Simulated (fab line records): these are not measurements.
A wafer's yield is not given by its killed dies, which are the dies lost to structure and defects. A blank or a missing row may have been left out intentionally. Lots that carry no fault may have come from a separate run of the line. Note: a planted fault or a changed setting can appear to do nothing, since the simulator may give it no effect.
Matching of chambers || flow sky130 || 4 sister chambers for SKY_VIA1_ETCH_15 on rie diel-01
The step etches SiO2 in C4F8/O2/Ar, stops on TiN, target depth 351 nm, time 54 s. 8 wafers are shown with their chamber, then 12 later ones without.

EACH WAFER AND ITS CHAMBER
{"wafer": "L079.5", "chamber": 2, "oes product au (a.u.)": 0.987}
{"wafer": "L082.6", "chamber": 2, "oes product au (a.u.)": 0.973}
{"wafer": "L084.2", "chamber": 3, "oes product au (a.u.)": 0.980}
{"wafer": "L086.4", "chamber": 1, "oes product au (a.u.)": 0.971}
{"wafer": "L086.5", "chamber": 1, "oes product au (a.u.)": 0.985}
{"wafer": "L087.1", "chamber": 3, "oes product au (a.u.)": 0.979}
{"wafer": "L087.3", "chamber": 0, "oes product au (a.u.)": 0.989}
{"wafer": "L087.5", "chamber": 0, "oes product au (a.u.)": 0.976}

WAFERS WITH NO CHAMBER GIVEN
{"wafer": "L088.1", "oes product au (a.u.)": 0.978}
{"wafer": "L088.3", "oes product au (a.u.)": 0.990}
{"wafer": "L088.6", "oes product au (a.u.)": 0.979}
{"wafer": "L089.1", "oes product au (a.u.)": 0.974}
{"wafer": "L089.2", "oes product au (a.u.)": 0.981}
{"wafer": "L089.6", "oes product au (a.u.)": 0.984}
{"wafer": "L093.4", "oes product au (a.u.)": 0.995}
{"wafer": "L093.5", "oes product au (a.u.)": 0.969}
{"wafer": "L093.6", "oes product au (a.u.)": 0.988}
{"wafer": "L097.1", "oes product au (a.u.)": 0.980}
{"wafer": "L097.2", "oes product au (a.u.)": 0.984}
{"wafer": "L097.6", "oes product au (a.u.)": 0.988}

EACH ONE'S CHAMBER
{"wafer": "L088.1", "from the rows above": "can't be placed: 1 or 3 or 2 or 0", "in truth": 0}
{"wafer": "L088.3", "from the rows above": "can't be placed: 0 or 2 or 3 or 1", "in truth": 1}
{"wafer": "L088.6", "from the rows above": "can't be placed: 3 or 1 or 2 or 0", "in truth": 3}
{"wafer": "L089.1", "from the rows above": "can't be placed: 1 or 3 or 2 or 0", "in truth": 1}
{"wafer": "L089.2", "from the rows above": "can't be placed: 2 or 0 or 3 or 1", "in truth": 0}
{"wafer": "L089.6", "from the rows above": "can't be placed: 0 or 2 or 3 or 1", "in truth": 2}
{"wafer": "L093.4", "from the rows above": "can't be placed: 0 or 2 or 3 or 1", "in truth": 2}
{"wafer": "L093.5", "from the rows above": "can't be placed: 1 or 3 or 2 or 0", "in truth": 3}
{"wafer": "L093.6", "from the rows above": "can't be placed: 0 or 2 or 3 or 1", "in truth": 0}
{"wafer": "L097.1", "from the rows above": "can't be placed: 2 or 3 or 1 or 0", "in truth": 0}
{"wafer": "L097.2", "from the rows above": "can't be placed: 0 or 2 or 3 or 1", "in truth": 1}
{"wafer": "L097.6", "from the rows above": "can't be placed: 0 or 2 or 3 or 1", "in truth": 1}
Placed correctly: 0 of 12. Unplaceable from these rows: 12, with the true chamber sitting among the candidates in 12. 0 placed wrongly.
How it was worked out, from the rows above alone: a wafer's distance from a chamber is the root of the sum, over the readings, of the square of ((its reading less the chamber's mean) divided by the reading's scatter). If the next closest chamber is less than 2 further off than the closest, the wafer can't be placed; otherwise it belongs to the closest. For every chamber, the mean is computed from those of its wafers that are shown. The scatter is the square root of a quotient: the sum, over the shown wafers, of each reading's squared deviation from its chamber's mean, divided by wafers minus chambers.
